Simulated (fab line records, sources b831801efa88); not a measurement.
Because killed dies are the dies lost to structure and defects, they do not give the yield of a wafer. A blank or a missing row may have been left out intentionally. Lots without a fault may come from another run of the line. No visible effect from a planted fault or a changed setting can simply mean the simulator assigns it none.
fab line records | flow sky130
record lots=13 wafers=39 last-day=50
route steps=708 shown METAL3@563 METAL4@599 CAP2M@604 VIA4@651 PAD_OPEN@708
lots untouched by any fault: they come from a run of this same line in which no faults occurred
start-h: the number of hours between the record's first day and the start of the first shown wafer of the lot | wait-h: hours elapsed since this lot's preceding step | " the same as in the row above | L1.1+2: a row that stands for several wafers | - no value, or no start was given | * or withheld: withheld | < > ~ a bound
route shown NAME@n: a module of which the file shows steps, and the number in the route of the first | usual: mean/standard deviation taken from wafers without a fault | same: alike in all rows | chamber/n: place in a boat | sites: per-site readings | _std_site: their standard deviation | _edge_site: outer sites' mean less inner sites' | radius-mm: for every site, how far away it sits from the centre of the wafer | mask NAME#n: copy n | behind: tool/chamber where the wafer was last shaped | hold: the reason the lot was held/the length of the hold in hours/how it ended | device: which transistor (n, p or np) failed to switch | end of line: tests of these same wafers at the route's end | step lacking rows: just its recipe | killed: dies that structure and defects cost at the first sort, which is not the same as the wafer's yield | map: a wafer's dies, x killed, . not, _ none there
set.NAME: the setting the step ran with; set.NAME@STEP: the setting that earlier step ran with | model.NAME: the simulator's own value behind a step, which no gauge read
steps of the route over a sample of lots; a table a step, a row a wafer
services: from which hour (start-h, from the record's first day; less than 0 if before it) a tool's chamber was out of use, for how many hours, and why
## steps
# step SKY_METAL3_CD_MEAS_13
# recipe target-cd-nm=300
# usual cd-nm=299.9/1.6
# columns lot.wafer tool chamber start-h wait-h cd-nm
L654.1 cd-sem-02 - 901.42 - 302.1
L654.3 " - " " 301.7
L654.5 " - " " 301.9
L656.2 cd-sem-02 - 913.66 - 301.3
L656.3 " - " " 302.9
L656.4 " - " " 300.3
L657.1 cd-sem-02 - 922.34 - 300.2
L657.5 " - " " 298.5
L657.6 " - " " 298.9
L658.1 cd-sem-02 - 926.82 - 299.0
L658.3 " - " " 299.1
L658.5 " - " " 298.9
L659.3 cd-sem-02 - 932.56 - 301.4
L659.4 " - " " 302.8
L659.6 " - " " 300.8
L660.1 cd-sem-02 - 969.90 - 300.1
L660.2 " - " " 298.8
L660.4 " - " " 300.9
L663.4 cd-sem-02 - 974.25 - 301.1
L663.5 " - " " 300.7
L663.6 " - " " 301.4
L665.1 cd-sem-01 - 982.07 - 300.0
L665.5 " - " " 297.7
L665.6 " - " " 301.4
L671.4 cd-sem-02 - 1019.00 - 297.2
L671.5 " - " " 296.2
L671.6 " - " " 296.5
L672.1 cd-sem-02 - 1027.39 - 297.7
L672.3 " - " " 298.0
L672.6 " - " " 297.9
L673.2 cd-sem-02 - 1028.86 - 298.7
L673.5 " - " " 299.8
L673.6 " - " " 298.6
L674.2 cd-sem-02 - 1042.51 - 302.0
L674.3 " - " " 300.9
L674.4 " - " " 300.5
L677.1 cd-sem-01 - 1053.42 - 296.3
L677.2 " - " " 298.6
L677.3 " - " " 296.4
# step SKY_METAL4_SPUTTER_01
# recipe material=TiN target-thk-nm=20 power-w=6500 time-s=16.7 chamber-pressure-pa=0.4
# usual throttle-valve-pct=30.1/0.8
# columns lot.wafer tool chamber start-h wait-h throttle-valve-pct
L654.1 pvd-sputter-03 - 932.51 0.0 30.3
L654.3 " - " " 29.5
L654.5 " - " " 30.3
L656.2 pvd-sputter-04 - 946.96 0.0 29.3
L656.3 " - " " 28.3
L656.4 " - " " 28.7
L657.1 pvd-sputter-03 - 954.03 0.0 30.5
L657.5 " - " " 29.5
L657.6 " - " " 30.4
L658.1 pvd-sputter-01 - 958.67 0.0 30.8
L658.3 " - " " 29.9
L658.5 " - " " 29.4
L659.3 pvd-sputter-01 - 961.61 0.0 29.2
L659.4 " - " " 30.7
L659.6 " - " " 29.4
L660.1 pvd-sputter-04 - 996.74 0.0 30.5
L660.2 " - " " 28.6
L660.4 " - " " 29.2
L663.4 pvd-sputter-03 - 1001.26 0.0 30.6
L663.5 " - " " 30.2
L663.6 " - " " 30.4
L665.1 pvd-sputter-01 - 1009.11 0.0 31.5
L665.5 " - " " 29.5
L665.6 " - " " 31.2
L671.4 pvd-sputter-04 - 1045.33 0.0 29.2
L671.5 " - " " 29.4
L671.6 " - " " 31.3
L672.1 pvd-sputter-03 - 1053.27 0.0 30.5
L672.3 " - " " 30.3
L672.6 " - " " 30.5
L673.2 pvd-sputter-03 - 1054.73 0.0 30.3
L673.5 " - " " 30.5
L673.6 " - " " 30.6
L674.2 pvd-sputter-01 - 1067.62 0.0 29.5
L674.3 " - " " 30.8
L674.4 " - " " 29.2
L677.1 pvd-sputter-01 - 1079.32 0.0 29.1
L677.2 " - " " 29.7
L677.3 " - " " 31.2
# step SKY_CAP2M_THK_MEAS_01
# recipe reads=SiO2_of_CAP2M_CVD_00
# usual CAP2M_CVD_00_THK=15.56/0.2
# columns lot.wafer tool chamber start-h wait-h CAP2M_CVD_00_THK[nm]
L654.1 film-metro-01 - 932.68 - 15.40
L654.3 " - " " 15.55
L654.5 " - " " 15.48
L656.2 film-metro-01 - 947.12 - 15.31
L656.3 " - " " 15.29
L656.4 " - " " 15.50
L657.1 film-metro-01 - 954.18 - 15.52
L657.5 " - " " 15.58
L657.6 " - " " 15.95
L658.1 film-metro-04 - 958.82 - 15.41
L658.3 " - " " 15.39
L658.5 " - " " 15.80
L659.3 film-metro-04 - 961.80 - 15.53
L659.4 " - " " 15.59
L659.6 " - " " 15.60
L660.1 film-metro-03 - 996.89 - 15.43
L660.2 " - " " 15.25
L660.4 " - " " 15.75
L663.4 film-metro-01 - 1001.45 - 15.77
L663.5 " - " " 15.71
L663.6 " - " " 15.71
L665.1 film-metro-03 - 1009.28 - 15.33
L665.5 " - " " 15.65
L665.6 " - " " 15.85
L671.4 film-metro-01 - 1045.52 - 15.63
L671.5 " - " " 15.79
L671.6 " - " " 16.04
L672.1 film-metro-04 - 1053.42 - 15.36
L672.3 " - " " 15.29
L672.6 " - " " 15.42
L673.2 film-metro-01 - 1054.90 - 15.19
L673.5 " - " " 15.74
L673.6 " - " " 15.82
L674.2 film-metro-01 - 1067.78 - 15.85
L674.3 " - " " 15.64
L674.4 " - " " 15.75
L677.1 film-metro-01 - 1079.47 - 15.32
L677.2 " - " " 15.46
L677.3 " - " " 15.52
# step SKY_VIA4_ETCH_12
# recipe target=SiO2 chemistry=C4F8/O2/Ar stop-on=TiN mask-material=NOVOLAK source-w=1500 bias-w=1200 pressure-mtorr=40 c4f8-flow-sccm=withheld O2_flow_sccm=6 Ar_flow_sccm=300 time-s=withheld target-depth-a=5800
# usual oes-product-au=0.925/0.0047 rf-fwd-power-W=1491/5.3
# columns lot.wafer tool chamber start-h wait-h oes-product-au rf-fwd-power-W
L654.1 rie-diel-04 1 1006.45 0.0 0.915 1496
L654.3 " 3 " " 0.929 1487
L654.5 " 3 " " 0.930 1488
L656.2 rie-diel-01 2 1019.25 0.0 0.931 1495
L656.3 " 3 " " 0.926 1493
L656.4 " 0 " " 0.925 1495
L657.1 rie-diel-01 0 1027.73 0.0 0.923 1492
L657.5 " 3 " " 0.923 1488
L657.6 " 2 " " 0.930 1494
L658.1 rie-diel-02 0 1031.15 0.0 0.928 1486
L658.3 " 1 " " 0.923 1498
L658.5 " 2 " " 0.924 1489
L659.3 rie-diel-02 0 1035.40 0.0 0.927 1493
L659.4 " 1 " " 0.928 1483
L659.6 " 0 " " 0.937 1490
L660.1 rie-diel-01 2 1067.28 0.0 0.922 1492
L660.2 " 3 " " 0.923 1484
L660.4 " 3 " " 0.933 1487
L663.4 rie-diel-01 2 1070.72 0.0 0.925 1501
L663.5 " 1 " " 0.924 1479
L663.6 " 3 " " 0.928 1492
L665.1 rie-diel-01 1 1078.68 0.0 0.925 1252
L665.5 " 2 " " 0.926 1248
L665.6 " 3 " " 0.924 1250
L671.4 rie-diel-01 0 1110.43 0.0 0.916 1258
L671.5 " 3 " " 0.928 1247
L671.6 " 2 " " 0.936 1254
L672.1 rie-diel-04 3 1117.73 0.0 0.930 1485
L672.3 " 2 " " 0.930 1472
L672.6 " 0 " " 0.930 1495
L673.2 rie-diel-04 1 1119.18 0.0 0.928 1499
L673.5 " 0 " " 0.919 1486
L673.6 " 1 " " 0.918 1504
L674.2 rie-diel-04 3 1130.43 0.0 0.926 1495
L674.3 " 1 " " 0.930 1495
L674.4 " 2 " " 0.935 1493
L677.1 rie-diel-04 1 1141.98 0.0 0.919 1490
L677.2 " 3 " " 0.924 1490
L677.3 " 0 " " 0.914 1486
# step SKY_PAD_OPEN_PROBE_99
# usual defect-limited-yield=82.2/1.8 killed_at_M0_to_M3=44/7.1 killed_at_M4_up=3.1/1.9 killed-at-contacts=25/5.8 killed-at-front-end=16/4.5 killed-at-other=0.3/0.52 killed-dies=88/9.1 killed-open=48/6.8 killed-short=39/5.8
# same gross-dies=492 killed-at-back-side=0
# columns lot.wafer tool chamber start-h wait-h defect-limited-yield[%] killed_at_M0_to_M3 killed_at_M4_up killed-at-contacts killed-at-front-end killed-at-other killed-dies killed-open killed-short
L654.1 prober-01 - 1077.41 0.1 83.9 39 5 20 15 0 79 40 37
L654.3 prober-01 - 1077.51 0.2 84.1 47 0 17 14 0 78 43 35
L654.5 prober-01 - 1077.61 0.2 84.8 39 2 17 17 0 75 43 31
L656.2 prober-01 - 1089.96 0.1 82.7 40 2 27 16 0 85 52 33
L656.3 prober-01 - 1090.01 0.2 80.5 56 3 23 14 0 96 59 37
L656.4 prober-01 - 1090.06 0.2 83.5 40 2 24 15 0 81 33 47
L657.1 prober-02 - 1097.47 0.1 81.3 54 2 19 16 1 92 50 42
L657.5 prober-02 - 1097.67 0.2 79.3 45 9 32 16 0 102 51 51
L657.6 prober-02 - 1097.72 0.2 81.9 38 2 21 28 0 89 44 44
L658.1 prober-01 - 1101.21 0.1 81.7 42 1 30 17 0 90 59 31
L658.3 prober-01 - 1101.31 0.2 86.0 41 2 8 18 0 69 35 34
L658.5 prober-01 - 1101.41 0.2 81.9 34 5 25 24 1 89 54 35
L659.3 prober-02 - 1104.96 0.2 79.3 56 3 26 17 0 102 60 42
L659.4 prober-02 - 1105.01 0.2 82.1 43 2 24 19 0 88 46 40
L659.6 prober-02 - 1105.11 0.2 80.7 39 2 33 21 0 95 48 46
L660.1 prober-01 - 1132.15 0.1 81.7 45 1 34 10 0 90 49 41
L660.2 prober-01 - 1132.20 0.1 80.5 52 2 22 19 1 96 53 43
L660.4 prober-01 - 1132.30 0.2 81.5 45 1 26 19 0 91 48 43
L663.4 prober-01 - 1137.17 0.2 82.3 51 3 22 11 0 87 45 41
L663.5 prober-01 - 1137.22 0.2 79.9 47 3 28 20 1 99 61 38
L663.6 prober-01 - 1137.27 0.2 79.3 61 2 24 14 1 102 54 48
L665.1 prober-02 - 1143.34 0.1 83.5 38 6 25 11 1 81 44 35
L665.5 prober-02 - 1143.54 0.2 79.3 44 8 29 21 0 102 60 38
L665.6 prober-02 - 1143.59 0.2 74.2 44 33 30 20 0 127 53 40
L671.4 prober-02 - 1171.46 0.2 81.7 54 2 17 17 0 90 48 41
L671.5 prober-02 - 1171.51 0.2 82.1 46 7 12 23 0 88 45 40
L671.6 prober-02 - 1171.56 0.2 84.6 34 7 21 14 0 76 37 36
L672.1 prober-01 - 1176.57 0.1 82.5 40 3 25 18 0 86 45 41
L672.3 prober-01 - 1176.67 0.2 82.5 39 4 26 17 0 86 40 46
L672.6 prober-01 - 1176.82 0.2 85.0 35 2 23 14 0 74 49 25
L673.2 prober-02 - 1178.21 0.1 83.5 38 4 30 9 0 81 47 34
L673.5 prober-02 - 1178.36 0.2 86.0 34 4 16 15 0 69 36 33
L673.6 prober-02 - 1178.41 0.2 81.5 47 3 28 13 0 91 47 44
L674.2 prober-01 - 1188.01 0.1 83.9 36 1 26 16 0 79 43 36
L674.3 prober-01 - 1188.06 0.2 80.7 45 2 25 23 0 95 51 44
L674.4 prober-01 - 1188.11 0.2 80.3 48 3 27 19 0 97 48 49
L677.1 prober-02 - 1196.97 0.1 81.5 49 4 20 18 0 91 46 44
L677.2 prober-02 - 1197.02 0.1 82.3 44 4 31 8 0 87 45 41
L677.3 prober-02 - 1197.07 0.2 84.3 40 2 23 9 3 77 47 28
# killed by level:class
L654.1 LI_CONTACT:geometric-particle:open=7 VIA2:geometric-particle:open=7 METAL2:geometric-particle:short=7 FIELD_ISO:geometric-particle:short=6 CONTACT:geometric-particle:open=6 VIA3:geometric-particle:open=6 VIA1:geometric-particle:short=4 SPACER:geometric-particle:open=3
L654.3 CONTACT:geometric-particle:open=9 VIA1:geometric-particle:open=8 VIA2:geometric-particle:open=8 METAL1:geometric-particle:short=7 VIA3:geometric-particle:open=7 FIELD_ISO:geometric-particle:open=5 FIELD_ISO:geometric-particle:short=5 METAL2:geometric-particle:short=5
L654.5 FIELD_ISO:geometric-particle:open=8 METAL2:geometric-particle:short=8 VIA1:geometric-particle:open=7 CONTACT:geometric-particle:open=7 VIA3:geometric-particle:open=6 VIA2:geometric-particle:open=5 LI_CONTACT:geometric-particle:open=4 METAL1:geometric-particle:short=4
L656.2 CONTACT:geometric-particle:open=11 VIA1:geometric-particle:open=9 LI_CONTACT:geometric-particle:open=7 METAL3:geometric-particle:short=7 POLY_GATE:geometric-particle:open=6 VIA2:geometric-particle:open=5 METAL1:geometric-particle:short=5 VIA1:geometric-particle:short=5
L656.3 VIA2:geometric-particle:open=16 CONTACT:geometric-particle:open=11 VIA1:geometric-particle:open=9 METAL1:geometric-particle:short=8 LI_CONTACT:geometric-particle:open=7 POLY_GATE:geometric-particle:open=6 METAL3:geometric-particle:short=6 VIA2:geometric-particle:short=5
L656.4 CONTACT:geometric-particle:open=7 CONTACT:geometric-particle:short=7 VIA3:geometric-particle:open=6 LI_CONTACT:geometric-particle:open=5 VIA2:geometric-particle:short=5 METAL2:geometric-particle:open=5 POLY_GATE:geometric-particle:short=4 SPACER:geometric-particle:short=4
L657.1 VIA1:geometric-particle:open=16 VIA1:geometric-particle:short=8 VIA2:geometric-particle:open=8 METAL1:geometric-particle:short=7 VIA3:geometric-particle:open=7 FIELD_ISO:geometric-particle:short=6 CONTACT:geometric-particle:open=6 LI_CONTACT:geometric-particle:open=5
L657.5 LI_CONTACT:geometric-particle:open=10 CONTACT:geometric-particle:open=9 LOCAL_INTERCONNECT:geometric-particle:short=7 VIA1:geometric-particle:short=7 VIA1:geometric-particle:open=6 FIELD_ISO:geometric-particle:short=5 VIA2:geometric-particle:short=5 METAL1:geometric-particle:short=5
L657.6 FIELD_ISO:geometric-particle:short=11 FIELD_ISO:geometric-particle:open=8 METAL1:geometric-particle:short=8 LI_CONTACT:geometric-particle:open=7 VIA1:geometric-particle:open=7 VIA2:geometric-particle:open=6 LI_CONTACT:geometric-particle:short=5 METAL2:geometric-particle:open=5
L658.1 LI_CONTACT:geometric-particle:open=11 CONTACT:geometric-particle:open=9 VIA1:geometric-particle:open=9 VIA2:geometric-particle:open=8 VIA3:geometric-particle:open=7 FIELD_ISO:geometric-particle:open=6 METAL1:geometric-particle:short=6 LOCAL_INTERCONNECT:geometric-particle:short=5
L658.3 VIA1:geometric-particle:open=9 FIELD_ISO:geometric-particle:short=7 VIA1:geometric-particle:short=7 VIA2:geometric-particle:open=7 FIELD_ISO:geometric-particle:open=5 VIA3:geometric-particle:open=5 METAL2:geometric-particle:short=3 POLY_GATE:geometric-particle:short=3
L658.5 CONTACT:geometric-particle:open=10 POLY_GATE:geometric-particle:open=8 VIA1:geometric-particle:open=7 FIELD_ISO:geometric-particle:open=6 VIA3:geometric-particle:open=6 CONTACT:geometric-particle:short=6 METAL4:geometric-particle:short=5 FIELD_ISO:geometric-particle:short=4
L659.3 VIA1:geometric-particle:open=22 VIA2:geometric-particle:open=10 LI_CONTACT:geometric-particle:open=6 CONTACT:geometric-particle:open=6 CONTACT:geometric-particle:short=6 VIA1:geometric-particle:short=5 FIELD_ISO:geometric-particle:short=4 POLY_GATE:geometric-particle:open=4
L659.4 CONTACT:geometric-particle:open=8 VIA1:geometric-particle:open=8 LI_CONTACT:geometric-particle:open=7 POLY_GATE:geometric-particle:open=6 METAL2:geometric-particle:short=6 VIA3:geometric-particle:open=5 LOCAL_INTERCONNECT:geometric-particle:short=5 VIA1:geometric-particle:short=5
L659.6 VIA1:geometric-particle:open=11 LI_CONTACT:geometric-particle:open=9 CONTACT:geometric-particle:short=9 CONTACT:geometric-particle:open=8 LI_CONTACT:geometric-particle:short=6 POLY_GATE:geometric-particle:open=5 VIA1:geometric-particle:short=5 VIA3:geometric-particle:open=5
L660.1 LI_CONTACT:geometric-particle:open=11 CONTACT:geometric-particle:open=10 VIA2:geometric-particle:open=9 VIA1:geometric-particle:open=8 VIA1:geometric-particle:short=7 POLY_GATE:geometric-particle:open=4 LI_CONTACT:geometric-particle:short=4 LOCAL_INTERCONNECT:geometric-particle:short=4
L660.2 VIA1:geometric-particle:open=15 CONTACT:geometric-particle:open=12 POLY_GATE:geometric-particle:open=7 POLY_GATE:geometric-particle:short=7 METAL1:geometric-particle:short=7 VIA2:geometric-particle:short=5 VIA2:geometric-particle:open=5 VIA1:geometric-particle:short=4
L660.4 CONTACT:geometric-particle:open=14 VIA1:geometric-particle:open=12 METAL1:geometric-particle:short=8 VIA1:geometric-particle:short=8 POLY_GATE:geometric-particle:short=6 CONTACT:geometric-particle:short=5 METAL2:geometric-particle:short=5 FIELD_ISO:geometric-particle:open=4
L663.4 VIA1:geometric-particle:open=14 VIA1:geometric-particle:short=9 LI_CONTACT:geometric-particle:open=8 CONTACT:geometric-particle:open=7 FIELD_ISO:geometric-particle:short=5 VIA2:geometric-particle:open=5 METAL1:geometric-particle:short=4 METAL2:geometric-particle:short=4
L663.5 VIA1:geometric-particle:open=16 CONTACT:geometric-particle:open=10 LI_CONTACT:geometric-particle:open=9 VIA2:geometric-particle:open=8 VIA3:geometric-particle:open=5 METAL1:geometric-particle:short=5 POLY_GATE:geometric-particle:open=4 POLY_GATE:geometric-particle:short=4
L663.6 VIA1:geometric-particle:open=14 VIA3:geometric-particle:open=9 METAL1:geometric-particle:short=8 CONTACT:geometric-particle:short=7 VIA2:geometric-particle:open=7 LI_CONTACT:geometric-particle:open=6 VIA1:geometric-particle:short=6 VIA2:geometric-particle:short=6
L665.1 CONTACT:geometric-particle:open=11 VIA2:geometric-particle:open=10 VIA1:geometric-particle:open=9 LOCAL_INTERCONNECT:geometric-particle:short=5 METAL1:geometric-particle:short=5 POLY_GATE:geometric-particle:short=4 LI_CONTACT:geometric-particle:open=4 FIELD_ISO:geometric-particle:open=3
L665.5 CONTACT:geometric-particle:open=14 VIA1:geometric-particle:open=10 VIA2:geometric-particle:open=8 POLY_GATE:geometric-particle:short=7 LI_CONTACT:geometric-particle:open=7 VIA3:geometric-particle:open=7 VIA1:geometric-particle:short=7 FIELD_ISO:geometric-particle:open=4
L665.6 VIA4:area-etch=32 VIA1:geometric-particle:open=11 CONTACT:geometric-particle:open=10 LI_CONTACT:geometric-particle:open=7 LOCAL_INTERCONNECT:geometric-particle:short=7 FIELD_ISO:geometric-particle:open=6 VIA3:geometric-particle:open=6 CONTACT:geometric-particle:short=6
L671.4 VIA1:geometric-particle:open=16 METAL2:geometric-particle:short=10 VIA3:geometric-particle:short=6 LI_CONTACT:geometric-particle:open=6 VIA1:geometric-particle:short=6 FIELD_ISO:geometric-particle:open=5 FIELD_ISO:geometric-particle:short=5 CONTACT:geometric-particle:open=4
L671.5 VIA1:geometric-particle:open=17 METAL2:geometric-particle:short=7 POLY_GATE:geometric-particle:short=6 VIA1:geometric-particle:short=6 SPACER:geometric-particle:open=4 VIA2:geometric-particle:open=4 VIA3:geometric-particle:open=4 FIELD_ISO:geometric-particle:open=3
L671.6 VIA1:geometric-particle:open=9 CONTACT:geometric-particle:open=7 POLY_GATE:geometric-particle:short=5 LI_CONTACT:geometric-particle:open=5 METAL1:geometric-particle:short=5 VIA1:geometric-particle:short=5 FIELD_ISO:geometric-particle:short=4 CONTACT:geometric-particle:short=4
L672.1 CONTACT:geometric-particle:open=10 VIA1:geometric-particle:open=9 POLY_GATE:geometric-particle:short=8 CONTACT:geometric-particle:short=7 VIA3:geometric-particle:open=6 POLY_GATE:geometric-particle:open=5 LI_CONTACT:geometric-particle:open=5 VIA2:geometric-particle:open=5
L672.3 CONTACT:geometric-particle:open=9 VIA1:geometric-particle:open=8 METAL2:geometric-particle:short=8 VIA3:geometric-particle:open=6 POLY_GATE:geometric-particle:short=5 LI_CONTACT:geometric-particle:short=5 CONTACT:geometric-particle:short=5 FIELD_ISO:geometric-particle:open=4
L672.6 VIA1:geometric-particle:open=9 VIA3:geometric-particle:open=9 LI_CONTACT:geometric-particle:open=8 CONTACT:geometric-particle:open=7 CONTACT:geometric-particle:short=6 FIELD_ISO:geometric-particle:open=5 POLY_GATE:geometric-particle:open=3 METAL1:geometric-particle:short=3
L673.2 LI_CONTACT:geometric-particle:open=13 VIA1:geometric-particle:open=7 METAL2:geometric-particle:short=7 VIA2:geometric-particle:open=7 LI_CONTACT:geometric-particle:short=5 CONTACT:geometric-particle:open=5 METAL1:geometric-particle:short=5 LOCAL_INTERCONNECT:geometric-particle:short=4
L673.5 METAL1:geometric-particle:short=8 LI_CONTACT:geometric-particle:open=7 VIA2:geometric-particle:open=7 VIA1:geometric-particle:open=6 FIELD_ISO:geometric-particle:open=4 POLY_GATE:geometric-particle:short=4 LI_CONTACT:geometric-particle:short=4 VIA1:geometric-particle:short=4
L673.6 LI_CONTACT:geometric-particle:open=12 CONTACT:geometric-particle:open=8 VIA3:geometric-particle:open=8 VIA2:geometric-particle:open=7 VIA3:geometric-particle:short=5 METAL1:geometric-particle:short=5 VIA1:geometric-particle:short=5 METAL2:geometric-particle:short=5
L674.2 CONTACT:geometric-particle:open=11 POLY_GATE:geometric-particle:short=8 LI_CONTACT:geometric-particle:open=7 VIA1:geometric-particle:open=7 METAL2:geometric-particle:short=5 POLY_GATE:geometric-particle:open=4 VIA1:geometric-particle:short=4 VIA3:geometric-particle:open=4
L674.3 VIA1:geometric-particle:open=11 METAL2:geometric-particle:short=9 LI_CONTACT:geometric-particle:open=9 CONTACT:geometric-particle:open=9 POLY_GATE:geometric-particle:short=7 FIELD_ISO:geometric-particle:open=5 METAL1:geometric-particle:short=5 CONTACT:geometric-particle:short=4
L674.4 VIA1:geometric-particle:open=9 VIA2:geometric-particle:open=8 POLY_GATE:geometric-particle:short=7 LI_CONTACT:geometric-particle:open=7 CONTACT:geometric-particle:open=7 LI_CONTACT:geometric-particle:short=5 LOCAL_INTERCONNECT:geometric-particle:short=5 METAL2:geometric-particle:short=5
L677.1 VIA1:geometric-particle:open=11 LI_CONTACT:geometric-particle:open=9 METAL1:geometric-particle:short=9 METAL2:geometric-particle:short=7 FIELD_ISO:geometric-particle:open=6 METAL3:geometric-particle:short=5 CONTACT:geometric-particle:open=4 VIA3:geometric-particle:short=4
L677.2 CONTACT:geometric-particle:open=14 VIA1:geometric-particle:open=13 LOCAL_INTERCONNECT:geometric-particle:short=9 METAL1:geometric-particle:short=7 METAL3:geometric-particle:short=4 VIA3:geometric-particle:open=4 LI_CONTACT:geometric-particle:open=3 VIA2:geometric-particle:open=3
L677.3 VIA2:geometric-particle:open=9 CONTACT:geometric-particle:open=8 VIA1:geometric-particle:open=7 METAL2:geometric-particle:short=6 VIA3:geometric-particle:open=6 LI_CONTACT:geometric-particle:open=4 LOCAL_INTERCONNECT:geometric-particle:open=4 METAL1:geometric-particle:short=4
## services
# columns tool chamber start-h hours kind
pvd-sputter-04 - 909.13 11.2 repair
pvd-sputter-03 0 928.14 - consumable-replace:kit
pvd-sputter-03 0 928.14 18.0 scheduled-down
pvd-sputter-03 0 928.14 18.0 vent-cycle
rie-diel-01 1 956.50 1.6 repair
rie-diel-04 3 959.43 5.1 repair
pvd-sputter-04 - 968.50 10.7 repair
pvd-sputter-04 - 974.16 22.1 repair
rie-diel-04 2 981.30 12.8 repair
rie-diel-01 2 989.92 17.1 repair
pvd-sputter-04 - 1022.30 8.8 repair
rie-diel-02 - 1026.19 1.0 repair
pvd-sputter-03 - 1043.46 8.3 repair
pvd-sputter-01 0 1050.78 - consumable-replace:kit
pvd-sputter-03 - 1057.40 3.3 repair
rie-diel-04 0 1061.73 29.8 repair
rie-diel-01 0 1066.99 7.0 repair
rie-diel-01 3 1073.34 2.6 repair
pvd-sputter-03 - 1081.73 0.7 repair
rie-diel-04 - 1095.09 1.6 repair
rie-diel-04 1 1099.32 3.7 repair
rie-diel-02 - 1126.00 62.5 repair
rie-diel-04 1 1136.34 1.3 repair
pvd-sputter-01 - 1140.91 1.4 repair
## key
first-sign step=SKY_VIA4_ETCH_12 reading=rf-fwd-power-W direction=down sigmas=45 usual=1491 struck=1251
effect step=SKY_PAD_OPEN_PROBE_99 reading=killed_at_M4_up direction=up sigmas=3.9 usual=3.1 struck=10.5 wafers-moved=2
met-at SKY_VIA4_ETCH_12
struck-lots L665,L671
not-acting-at SKY_METAL3_CD_MEAS_13,SKY_METAL4_SPUTTER_01,SKY_CAP2M_THK_MEAS_01
onset-between 1070.72 1078.68
fault kind=process-parameter-drift tool=rie-diel-01 chamber=- onset-h=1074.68 steps=SKY_VIA4_ETCH_12 channel=source-w offset=-240 shape=step end-h=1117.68 acts-in=these-recipes-only stated=1500
